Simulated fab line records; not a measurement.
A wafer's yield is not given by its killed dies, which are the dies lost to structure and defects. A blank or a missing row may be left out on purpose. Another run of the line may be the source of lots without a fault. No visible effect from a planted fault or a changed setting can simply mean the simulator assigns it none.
fab line records / flow sky130
record: lots: 5 wafers: 15 last-day: 50
route steps=708 shown DNWELL@39 PWDE@45
lots that met no fault: from a run of the same line without faults
start-h: hours from the record's first day to the start of the lot's first wafer shown / wait-h: hours elapsed since this lot's preceding step / " identical to the entry in the row above / L1.1+2: one row covering several wafers at once / - either no value or no given start / * or withheld: withheld / < > ~ a bound
route shown NAME@n: names a module that has steps shown in the file, with the first one's number in the route / usual: mean/standard deviation of fault-free wafers / same: alike in all rows / chamber/n: place in a boat / sites: per-site readings / _std_site: the standard deviation of these / _edge_site: mean of outer sites minus mean of inner sites / radius-mm: for every site, how far away it sits from the centre of the wafer / mask NAME#n: copy n / behind: the most recent tool/chamber to have shaped the wafer / hold: cause of the lot's hold/its duration in hours/its outcome / device: the transistor (n, p or np) that didn't switch / end of line: at the end of the route, the tests of the same wafers / step lacking rows: just its recipe / killed: count of dies lost to structure and defects at first sort (not the wafer's yield) / map: a wafer's dies, x killed, . not, _ none there
set.NAME: the run value of the setting; set.NAME@STEP: its run value at that earlier step / model.NAME: the simulator's own value behind a step, which no gauge read
lots seen at some steps along the route; tables by step, rows by wafer
services: a tool's chamber out of use, with start hour (start-h, from the record's first day; less than 0 if before it), hours out, and reason
== steps ==
step: SKY_DNWELL_EXPOSE_04
recipe: mask-id: DNM na: 0.57 target-cd-nm: 3000 dose-mj: 222
lot.wafer=L074.2+4+6 tool=iline-stepper-01 chamber=0 start-h=- wait-h=- mask=DNM#0
lot.wafer=L085.2+4+6 tool=iline-stepper-01 chamber=0 start-h=- wait-h=- mask=DNM#0
lot.wafer=L092.2+3+5 tool=iline-stepper-02 chamber=0 start-h=- wait-h=- mask=DNM#0
lot.wafer=L094.1+5+6 tool=iline-stepper-02 chamber=0 start-h=- wait-h=- mask=DNM#0
lot.wafer=L095.1+2+3 tool=iline-stepper-01 chamber=0 start-h=- wait-h=- mask=DNM#0
step: SKY_DNWELL_PEB_05
recipe: temp-c: 115 time-s: withheld
lot.wafer=L074.2+4+6 tool=litho-track-02 chamber=0 start-h=- wait-h=-
lot.wafer=L085.2+4+6 tool=litho-track-01 chamber=0 start-h=- wait-h=-
lot.wafer=L092.2+3+5 tool=litho-track-02 chamber=0 start-h=- wait-h=-
lot.wafer=L094.1+5+6 tool=litho-track-02 chamber=0 start-h=- wait-h=-
lot.wafer=L095.1+2+3 tool=litho-track-02 chamber=0 start-h=- wait-h=-
step: SKY_DNWELL_DEVELOP_06
recipe: wall-angle-deg: 90 developer: TMAH develop-time-s: 60 dev-temp-c: 23
lot.wafer=L074.2+4+6 tool=litho-track-02 chamber=0 start-h=- wait-h=-
lot.wafer=L085.2+4+6 tool=litho-track-01 chamber=0 start-h=- wait-h=-
lot.wafer=L092.2+3+5 tool=litho-track-02 chamber=0 start-h=- wait-h=-
lot.wafer=L094.1+5+6 tool=litho-track-02 chamber=0 start-h=- wait-h=-
lot.wafer=L095.1+2+3 tool=litho-track-02 chamber=0 start-h=- wait-h=-
step: SKY_DNWELL_IMPLANT_07
recipe: species: P energy-kev: withheld dose-cm2: withheld tilt-deg: withheld
usual: end-station-pressure-torr: 5.03e-06/2.7e-07
lot.wafer=L074.2 tool=implanter-04 chamber=0 start-h=75.72 wait-h=- end-station-pressure-torr=4.59e-06
lot.wafer=L074.4 tool=implanter-04 chamber=0 start-h=75.72 wait-h=- end-station-pressure-torr=5.04e-06
lot.wafer=L074.6 tool=implanter-04 chamber=0 start-h=75.72 wait-h=- end-station-pressure-torr=4.94e-06
lot.wafer=L085.2 tool=implanter-02 chamber=0 start-h=112.73 wait-h=- end-station-pressure-torr=4.72e-06
lot.wafer=L085.4 tool=implanter-02 chamber=0 start-h=112.73 wait-h=- end-station-pressure-torr=5.13e-06
lot.wafer=L085.6 tool=implanter-02 chamber=0 start-h=112.73 wait-h=- end-station-pressure-torr=5.11e-06
lot.wafer=L092.2 tool=implanter-02 chamber=0 start-h=152.02 wait-h=- end-station-pressure-torr=4.85e-06
lot.wafer=L092.3 tool=implanter-02 chamber=0 start-h=152.02 wait-h=- end-station-pressure-torr=5.09e-06
lot.wafer=L092.5 tool=implanter-02 chamber=0 start-h=152.02 wait-h=- end-station-pressure-torr=4.68e-06
lot.wafer=L094.1 tool=implanter-04 chamber=0 start-h=163.15 wait-h=- end-station-pressure-torr=4.71e-06
lot.wafer=L094.5 tool=implanter-04 chamber=0 start-h=163.15 wait-h=- end-station-pressure-torr=5.11e-06
lot.wafer=L094.6 tool=implanter-04 chamber=0 start-h=163.15 wait-h=- end-station-pressure-torr=5.13e-06
lot.wafer=L095.1 tool=implanter-02 chamber=0 start-h=165.25 wait-h=- end-station-pressure-torr=4.73e-06
lot.wafer=L095.2 tool=implanter-02 chamber=0 start-h=165.25 wait-h=- end-station-pressure-torr=5.31e-06
lot.wafer=L095.3 tool=implanter-02 chamber=0 start-h=165.25 wait-h=- end-station-pressure-torr=5.46e-06
step: SKY_DNWELL_STRIP_08
recipe: chemistry: O2/N2 power-w: 1400 pressure-mtorr: 1500 platen-temp-c: withheld o2-flow-sccm: 3000 n2-flow-sccm: 300 overash-fraction: 0.5
usual: drypump-motor-current-A: 5.8/0.31 oes-product-au: 0.723/0.0044 strip-time-to-endpoint-s: 36.93/0.14
lot.wafer=L074.2 tool=plasma-asher-01 chamber=1 start-h=75.85 wait-h=0.1 drypump-motor-current-A=6.2 oes-product-au=0.730 rf-hours-counter-h=41 strip-time-to-endpoint-s=37.17
lot.wafer=L074.4 tool=plasma-asher-01 chamber=0 start-h=75.85 wait-h=0.1 drypump-motor-current-A=5.7 oes-product-au=0.728 rf-hours-counter-h=- strip-time-to-endpoint-s=37.15
lot.wafer=L074.6 tool=plasma-asher-01 chamber=0 start-h=75.85 wait-h=0.1 drypump-motor-current-A=5.7 oes-product-au=0.728 rf-hours-counter-h=- strip-time-to-endpoint-s=37.24
lot.wafer=L085.2 tool=plasma-asher-03 chamber=1 start-h=112.85 wait-h=0.1 drypump-motor-current-A=5.6 oes-product-au=0.722 rf-hours-counter-h=30 strip-time-to-endpoint-s=37.02
lot.wafer=L085.4 tool=plasma-asher-03 chamber=0 start-h=112.85 wait-h=0.1 drypump-motor-current-A=5.5 oes-product-au=0.728 rf-hours-counter-h=- strip-time-to-endpoint-s=37.08
lot.wafer=L085.6 tool=plasma-asher-03 chamber=1 start-h=112.85 wait-h=0.1 drypump-motor-current-A=5.6 oes-product-au=0.720 rf-hours-counter-h=- strip-time-to-endpoint-s=36.98
lot.wafer=L092.2 tool=plasma-asher-03 chamber=0 start-h=152.15 wait-h=0.1 drypump-motor-current-A=5.4 oes-product-au=0.726 rf-hours-counter-h=34 strip-time-to-endpoint-s=36.89
lot.wafer=L092.3 tool=plasma-asher-03 chamber=0 start-h=152.15 wait-h=0.1 drypump-motor-current-A=5.5 oes-product-au=0.720 rf-hours-counter-h=- strip-time-to-endpoint-s=36.89
lot.wafer=L092.5 tool=plasma-asher-03 chamber=0 start-h=152.15 wait-h=0.1 drypump-motor-current-A=5.4 oes-product-au=0.727 rf-hours-counter-h=- strip-time-to-endpoint-s=36.92
lot.wafer=L094.1 tool=plasma-asher-02 chamber=1 start-h=163.30 wait-h=0.1 drypump-motor-current-A=6.1 oes-product-au=0.722 rf-hours-counter-h=5 strip-time-to-endpoint-s=36.94
lot.wafer=L094.5 tool=plasma-asher-02 chamber=1 start-h=163.30 wait-h=0.1 drypump-motor-current-A=6.1 oes-product-au=0.722 rf-hours-counter-h=- strip-time-to-endpoint-s=36.98
lot.wafer=L094.6 tool=plasma-asher-02 chamber=0 start-h=163.30 wait-h=0.1 drypump-motor-current-A=5.4 oes-product-au=0.727 rf-hours-counter-h=- strip-time-to-endpoint-s=36.95
lot.wafer=L095.1 tool=plasma-asher-02 chamber=0 start-h=165.40 wait-h=0.1 drypump-motor-current-A=5.4 oes-product-au=0.729 rf-hours-counter-h=5 strip-time-to-endpoint-s=36.80
lot.wafer=L095.2 tool=plasma-asher-02 chamber=1 start-h=165.40 wait-h=0.1 drypump-motor-current-A=6.0 oes-product-au=0.723 rf-hours-counter-h=5 strip-time-to-endpoint-s=36.84
lot.wafer=L095.3 tool=plasma-asher-02 chamber=0 start-h=165.40 wait-h=0.1 drypump-motor-current-A=5.4 oes-product-au=0.723 rf-hours-counter-h=- strip-time-to-endpoint-s=36.84
step: SKY_DNWELL_TW_MEAS_09
usual: DNWELL_TW: 1117/9.8
lot.wafer=L074.2 tool=film-metro-02 chamber=- start-h=75.96 wait-h=0.1 DNWELL_TW=1119
lot.wafer=L074.4 tool=film-metro-02 chamber=- start-h=75.96 wait-h=0.1 DNWELL_TW=1114
lot.wafer=L074.6 tool=film-metro-02 chamber=- start-h=75.96 wait-h=0.1 DNWELL_TW=1113
lot.wafer=L085.2 tool=film-metro-01 chamber=- start-h=112.96 wait-h=0.1 DNWELL_TW=1129
lot.wafer=L085.4 tool=film-metro-01 chamber=- start-h=112.96 wait-h=0.1 DNWELL_TW=1128
lot.wafer=L085.6 tool=film-metro-01 chamber=- start-h=112.96 wait-h=0.1 DNWELL_TW=1119
lot.wafer=L092.2 tool=film-metro-03 chamber=- start-h=152.26 wait-h=0.1 DNWELL_TW=1102
lot.wafer=L092.3 tool=film-metro-03 chamber=- start-h=152.26 wait-h=0.1 DNWELL_TW=1106
lot.wafer=L092.5 tool=film-metro-03 chamber=- start-h=152.26 wait-h=0.1 DNWELL_TW=1104
lot.wafer=L094.1 tool=film-metro-01 chamber=- start-h=163.40 wait-h=0.1 DNWELL_TW=1121
lot.wafer=L094.5 tool=film-metro-01 chamber=- start-h=163.40 wait-h=0.1 DNWELL_TW=1123
lot.wafer=L094.6 tool=film-metro-01 chamber=- start-h=163.40 wait-h=0.1 DNWELL_TW=1117
lot.wafer=L095.1 tool=film-metro-01 chamber=- start-h=165.50 wait-h=0.1 DNWELL_TW=1121
lot.wafer=L095.2 tool=film-metro-01 chamber=- start-h=165.50 wait-h=0.1 DNWELL_TW=1122
lot.wafer=L095.3 tool=film-metro-01 chamber=- start-h=165.50 wait-h=0.1 DNWELL_TW=1122
step: SKY_PWDE_DEHYDRATE_00
recipe: temp-c: 200 time-s: 60
lot.wafer=L074.2+4+6 tool=litho-track-03 chamber=0 start-h=83.73 wait-h=7.8
lot.wafer=L085.2+4+6 tool=litho-track-02 chamber=0 start-h=121.82 wait-h=8.8
lot.wafer=L092.2+3+5 tool=litho-track-04 chamber=0 start-h=161.87 wait-h=9.6
lot.wafer=L094.1+5+6 tool=litho-track-02 chamber=0 start-h=173.55 wait-h=10.1
lot.wafer=L095.1+2+3 tool=litho-track-02 chamber=0 start-h=175.50 wait-h=10.0
step: SKY_PWDE_HMDS_01
recipe: prime-time-s: 60 prime-temp-c: 120
lot.wafer=L074.2+4+6 tool=litho-track-03 chamber=0 start-h=83.88 wait-h=0.1
lot.wafer=L085.2+4+6 tool=litho-track-02 chamber=0 start-h=121.97 wait-h=0.1
lot.wafer=L092.2+3+5 tool=litho-track-04 chamber=0 start-h=162.02 wait-h=0.1
lot.wafer=L094.1+5+6 tool=litho-track-02 chamber=0 start-h=173.70 wait-h=0.1
lot.wafer=L095.1+2+3 tool=litho-track-02 chamber=0 start-h=175.65 wait-h=0.1
step: SKY_PWDE_COAT_02
recipe: spin-rpm: 2000 resist-thk-nm: 3000
lot.wafer=L074.2+4+6 tool=litho-track-03 chamber=0 start-h=84.03 wait-h=0.1
lot.wafer=L085.2+4+6 tool=litho-track-02 chamber=0 start-h=122.12 wait-h=0.1
lot.wafer=L092.2+3+5 tool=litho-track-04 chamber=0 start-h=162.17 wait-h=0.1
lot.wafer=L094.1+5+6 tool=litho-track-02 chamber=0 start-h=173.85 wait-h=0.1
lot.wafer=L095.1+2+3 tool=litho-track-02 chamber=0 start-h=175.80 wait-h=0.1
step: SKY_PWDE_SOFTBAKE_03
recipe: temp-c: 110 time-s: withheld
lot.wafer=L074.2+4+6 tool=litho-track-03 chamber=0 start-h=84.18 wait-h=0.1
lot.wafer=L085.2+4+6 tool=litho-track-02 chamber=0 start-h=122.28 wait-h=0.1
lot.wafer=L092.2+3+5 tool=litho-track-04 chamber=0 start-h=162.32 wait-h=0.1
lot.wafer=L094.1+5+6 tool=litho-track-02 chamber=0 start-h=174.00 wait-h=0.1
lot.wafer=L095.1+2+3 tool=litho-track-02 chamber=0 start-h=175.95 wait-h=0.1
step: SKY_PWDE_EXPOSE_04
recipe: mask-id: PWDEM na: 0.6 source-shape: conventional sigma-outer: 0.6 polarization: unpolarized target-cd-nm: 840 dose-mj: 214
lot.wafer=L074.2+4+6 tool=iline-stepper-01 chamber=0 start-h=- wait-h=- mask=PWDEM#0
lot.wafer=L085.2+4+6 tool=iline-stepper-01 chamber=0 start-h=- wait-h=- mask=PWDEM#0
lot.wafer=L092.2+3+5 tool=iline-stepper-02 chamber=0 start-h=- wait-h=- mask=PWDEM#0
lot.wafer=L094.1+5+6 tool=iline-stepper-02 chamber=0 start-h=- wait-h=- mask=PWDEM#0
lot.wafer=L095.1+2+3 tool=iline-stepper-02 chamber=0 start-h=- wait-h=- mask=PWDEM#0
== services ==
tool=iline-stepper-01 chamber=0 start-h=53.38 hours=- kind=calibration
tool=iline-stepper-01 chamber=- start-h=58.91 hours=1.7 kind=pm
tool=litho-track-02 chamber=- start-h=67.20 hours=- kind=consumable-replace:filter
tool=implanter-04 chamber=- start-h=97.65 hours=6.3 kind=pm
tool=implanter-04 chamber=- start-h=105.54 hours=13.3 kind=repair
tool=litho-track-02 chamber=- start-h=106.23 hours=- kind=consumable-replace:filter
tool=plasma-asher-02 chamber=- start-h=108.75 hours=9.0 kind=pm
tool=plasma-asher-02 chamber=0 start-h=108.75 hours=9.0 kind=vent-cycle
tool=plasma-asher-02 chamber=1 start-h=108.75 hours=9.0 kind=vent-cycle
tool=plasma-asher-02 chamber=- start-h=110.40 hours=1.7 kind=repair
tool=implanter-02 chamber=- start-h=115.66 hours=1.8 kind=repair
tool=plasma-asher-02 chamber=0 start-h=117.75 hours=- kind=clean
tool=plasma-asher-02 chamber=1 start-h=117.75 hours=- kind=clean
tool=plasma-asher-01 chamber=- start-h=146.01 hours=2.8 kind=pm
tool=plasma-asher-01 chamber=- start-h=161.33 hours=1.3 kind=repair
tool=iline-stepper-02 chamber=0 start-h=169.09 hours=- kind=calibration
== key ==
fault none
